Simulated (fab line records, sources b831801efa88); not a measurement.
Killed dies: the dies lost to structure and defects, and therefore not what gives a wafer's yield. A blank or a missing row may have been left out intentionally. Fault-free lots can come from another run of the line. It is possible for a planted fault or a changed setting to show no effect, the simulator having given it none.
Split-lot experiment	flow sfq line	23 wafers read from 5 lots, route of 325 steps

== SPLIT DETAILS ==
At SFQ_TRILAYER_M2_LITHO_EXPOSE_058 (exposes mask M2, target cd 500 nm), the setting dose mj was moved away from the recipe's 14.4 on 9 of the 23 wafers read, by -4.2% to +6.2%. For the rest of the wafers, this setting stayed at what the recipe calls for.

== FROM THE SPLIT TO THE READING: what the file shows between them, 2 steps ==
- SFQ_TRILAYER_M2_LITHO_PEB_060: peb time 60 s
- SFQ_TRILAYER_M2_LITHO_DEVELOP_059: time 60 s

== THE READING ==
M2.cd nm (the simulator's own value, which no gauge read), in nm, at SFQ_TRILAYER_M2_BARC_OPEN_METAL_ETCH_077 (etches BARC in O2, target depth 125 nm, time 41.7 s). The file gives no usual value for it. Average 499.3 nm, standard deviation 1.1 nm, over the 14 wafers here run with the recipe.

wafer	tool, chamber at the split	dose mj as run	against the recipe	M2.cd nm, nm	against lot-mates on the recipe
L074.2	krf scanner-01, 0	14.4	recipe	499.5	-
L074.4	krf scanner-01, 0	14.4	recipe	498.4	-
L074.6	krf scanner-01, 0	14.4	recipe	498.1	-
L075.1	krf scanner-01, 0	15.3	+6.2%	490.7	-9.4
L075.2	krf scanner-01, 0	15.3	+6.2%	492.5	-7.6
L075.4	krf scanner-01, 0	14.4	recipe	499.5	-
L075.5	krf scanner-01, 0	14.4	recipe	500.7	-
L075.6	krf scanner-01, 0	15.3	+6.2%	489.9	-10.2
L078.1	krf scanner-02, 0	14.4	recipe	497.9	-
L078.3	krf scanner-02, 0	14.4	recipe	501.4	-
L078.4	krf scanner-02, 0	14.4	recipe	498.1	-
L078.5	krf scanner-02, 0	14.4	recipe	499.8	-
L078.6	krf scanner-02, 0	14.4	recipe	499.5	-
L083.1	krf scanner-02, 0	13.79	-4.2%	505.5	+7.3
L083.2	krf scanner-02, 0	13.79	-4.2%	505.7	+7.5
L083.4	krf scanner-02, 0	13.79	-4.2%	505.3	+7.1
L083.5	krf scanner-02, 0	14.4	recipe	498.5	-
L083.6	krf scanner-02, 0	14.4	recipe	497.9	-
L085.1	krf scanner-02, 0	14.4	recipe	500.6	-
L085.2	krf scanner-02, 0	14.86	+3.2%	496.6	-3.9
L085.3	krf scanner-02, 0	14.4	recipe	500.4	-
L085.4	krf scanner-02, 0	14.86	+3.2%	496.2	-4.3
L085.6	krf scanner-02, 0	14.86	+3.2%	495.1	-5.4

FIT RESULTS
A straight line over all 23 wafers: M2.cd nm changes by -1.33 nm for each +1% of dose mj; r = -0.96; the points scatter about the line by 1.1 nm.
The same after taking each lot's own level away (the mean of its wafers on the recipe; 23 wafers): -1.54 nm for each +1%; r = -0.98; scatter 0.9 nm.
Per that fit: largest dose mj move, reading shift of 9.6 nm.
From 498.20 to 500.50 nm: that is the span of the lots' own levels, equal to 2.0 times the standard deviation above.
Thus the slope moves with the lot-to-lot level: the two fits are different.
Check: -9.37 nm against its lot-mates is what the line predicts for one of the wafers moved furthest among these (+6.2%) when that wafer is left out of the fit. It came out at -9.4 nm against them.

== FILE'S OWN FIT ==
M2.cd nm changes by -1.52 nm for each +1% of dose mj, r = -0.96.
